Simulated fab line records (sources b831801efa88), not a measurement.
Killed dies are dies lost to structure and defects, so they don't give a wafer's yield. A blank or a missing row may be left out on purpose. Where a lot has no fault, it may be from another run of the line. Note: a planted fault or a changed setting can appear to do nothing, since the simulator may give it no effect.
Which tool did it? / flow sky130 / Sampling: 6 lots, 18 wafers, 2 of 708 route steps

WHAT THE GAUGES SHOWED, per wafer
SKY_LDD_HVN_TW_MEAS_10.
lot=L294; measured=day 21 15:59; on=filmMetro-03; LDD_HVN_TW=1453 1439 1447
lot=L298; measured=day 23 08:53; on=filmMetro-02; LDD_HVN_TW=1430 1435 1436
lot=L300; measured=day 24 15:11; on=filmMetro-03; LDD_HVN_TW=1456 1446 1450
lot=L302; measured=day 25 12:03; on=filmMetro-03; LDD_HVN_TW=1438 1432 1440
lot=L307; measured=day 27 03:04; on=filmMetro-04; LDD_HVN_TW=1154 1158 1146
lot=L313; measured=day 28 18:37; on=filmMetro-02; LDD_HVN_TW=1437 1428 1436

WHICH TOOL RAN EACH LOT (tool, then ch and the chambers of the sampled wafers, then the start)
lot=L294; SKY_LDD_HVN_IMPLANT_08=implanter-02 ch 0, day 21 15:44
lot=L298; SKY_LDD_HVN_IMPLANT_08=implanter-01 ch 0, day 23 08:40
lot=L300; SKY_LDD_HVN_IMPLANT_08=implanter-01 ch 0, day 24 14:56
lot=L302; SKY_LDD_HVN_IMPLANT_08=implanter-04 ch 0, day 25 11:50
lot=L307; SKY_LDD_HVN_IMPLANT_08=implanter-04 ch 0, day 27 02:49
lot=L313; SKY_LDD_HVN_IMPLANT_08=implanter-02 ch 0, day 28 18:23
- SKY_LDD_HVN_IMPLANT_08

THE ANSWER, worked out from the rows above alone
Rule: what is usual is taken from the lots themselves. The widest of any qualifying gaps counts: lots, ordered by their means at a reading, are off when they make up no more than a third of the lots, leave a main group of 4 or more, and stand apart from it by 3 or more times the standard deviation of that group's means. If all means in a main group match to the digits the tables above print for the reading, that group is not used. Also off: a lot with no number at a reading for which 4 or more lots have one. Any other lot the step has rows for is counted as sound.
Off: at SKY_LDD_HVN_TW_MEAS_10 (LDD_HVN_TW), L307. For the main group the mean is 1440 and the standard deviation 7.
A tool fits if, at a process step before that reading, it ran every lot that is off, and no sound lot after the first of them. Gauges at SKY_LDD_HVN_TW_MEAS_10: tried the same way as those tools. Undecided on this evidence; 2 tools fit (implanter-04 at SKY_LDD_HVN_IMPLANT_08, filmMetro-04 at SKY_LDD_HVN_TW_MEAS_10).

WHAT WAS PUT IN BY THE SIMULATOR
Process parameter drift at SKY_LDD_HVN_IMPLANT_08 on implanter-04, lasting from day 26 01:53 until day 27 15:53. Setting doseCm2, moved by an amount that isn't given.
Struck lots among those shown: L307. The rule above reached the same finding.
